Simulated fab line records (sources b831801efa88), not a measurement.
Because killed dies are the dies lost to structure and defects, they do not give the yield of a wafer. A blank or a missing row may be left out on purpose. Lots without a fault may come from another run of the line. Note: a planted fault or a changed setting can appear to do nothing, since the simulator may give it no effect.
Code-filled problem report in 8D (eight disciplines) form | flow gf180mcu | the parts of the form that need people (team, actions taken, sign-off) are left out

== 1. WHAT WENT WRONG ==
V2_W_RS at GF_V2_RS_MEAS_24 reads a mean of 0.290 ohm/sq on 2 wafers of 1 lot; wafers without a fault read 0.327 ohm/sq with a standard deviation of 0.007. Relative to the usual mean, that is a shift of -5.3 standard deviations.
The step: measures by four-point-probe.
First seen on wafer L446.3, day 26 20:18, on filmMetro-04. The record holds 29 wafers of 10 lots with a number at this step. Rule for "out", or "out of limits": more than 4 standard deviations from the usual mean. The rest of the wafers with a number are treated as sound.

== 2. WHAT IT IS, AND WHAT IT ISN'T ==
question                    | is                     | is not
which readings at this step | V2_W_RS                | -
which lots                  | L446                   | L427, L429, L430, L432, L434, L435, L436, L438, L448
which wafers of those lots  | all that have a number | -
read on which gauges        | filmMetro-04           | filmMetro-01, filmMetro-03
when                        | from day 26 20:18      | up to then (24 sound wafers); but 3 sound wafers of L448 came after

== 3. WHAT RULES OUT EACH SUSPECT ==
Counting: a tool at a process step up to the reading stays a suspect if it ran every lot that is out and no sound lot after the first of them.
- the gauge at GF_V2_RS_MEAS_24: kept. All the wafers that are out were read on filmMetro-04, and no step on other tools shows them out.
- pvdSputter-04 at GF_CONTACT_SPUTTER_22 (material Ti, target thk 15 nm, time 80.02 s): kept. It ran the lot that is out, L446 (day 23 00:20), and no sound lot after that; its last sound lot up to then is L438 (day 20 14:16).
- rieDiel-03 at GF_V2_ETCH_16 (etches BARC in N2/H2): ruled out as a lasting fault. Sound lots L448 ran on it after its first lot that is out, L446 (day 26 19:22).
- plasmaAsher-02 at GF_V2_STRIP_18 (strips in O2/N2): kept. It ran the lot that is out, L446 (day 26 19:31), and no sound lot after that; its last sound lot up to then is L438 (day 24 17:07).
- cvdW-01 at GF_V2_CVD_23 (deposits W, target thk 350 nm, time 104.94 s): kept. It ran the lot that is out, L446 (day 26 20:11), and no sound lot after that; its last sound lot up to then is L434 (day 22 23:44).
Left after counting: pvdSputter-04 at GF_CONTACT_SPUTTER_22, plasmaAsher-02 at GF_V2_STRIP_18, cvdW-01 at GF_V2_CVD_23, filmMetro-04 at GF_V2_RS_MEAS_24.

== 4. THE CAUSE (what the simulator had put in) ==
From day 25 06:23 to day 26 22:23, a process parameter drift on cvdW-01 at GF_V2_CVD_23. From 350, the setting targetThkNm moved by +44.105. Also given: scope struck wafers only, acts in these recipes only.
Of the 4 suspects that counting leaves, this tool is one.

== 5. THE EFFECT CHAIN, in route order ==
Each row: a reading whose mean over the struck wafers that have a number lies more than 3 standard deviations from the usual. Scope: only readings with a usual standard deviation given in the record; hours: median across lots of the time from each lot's start at the first step in this table that gives one to its start at this step; sigmas: change in usual standard deviations.
hours | step              | reading         | usual        | on struck wafers | change | sigmas
0     | GF_V2_RS_MEAS_24  | V2_W_RS         | 0.327 ohm/sq | 0.290            | -0.037 | -5.3
4     | GF_V2_THK_MEAS_25 | V2_W_THK        | 361 nm       | 405              | +44    | +4.8
8     | GF_V2_CMP_26      | timeToEndpointS | 84 s         | 98               | +14    | +3.1
The process steps in it:
- GF_V2_CMP_26: polishes, stops on SiO2, t overpolish 15 s, target thk 0 nm.

== 6. WHAT WOULD HAVE CAUGHT IT SOONER ==
In this record the first reading out of limits at a measuring or inspecting step was taken at day 26 20:18, 38 hours after the fault began at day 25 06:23.
Tool readings at GF_V2_CVD_23 with a usual standard deviation given in the record: none out on any struck wafer, hence no alarm at a limit of 4 standard deviations on them.
The start of GF_V2_CVD_23 on cvdW-01 came by day 26 20:18 for every one of the lots that are out (1). None of them would have been spared by holding the tool at that moment.
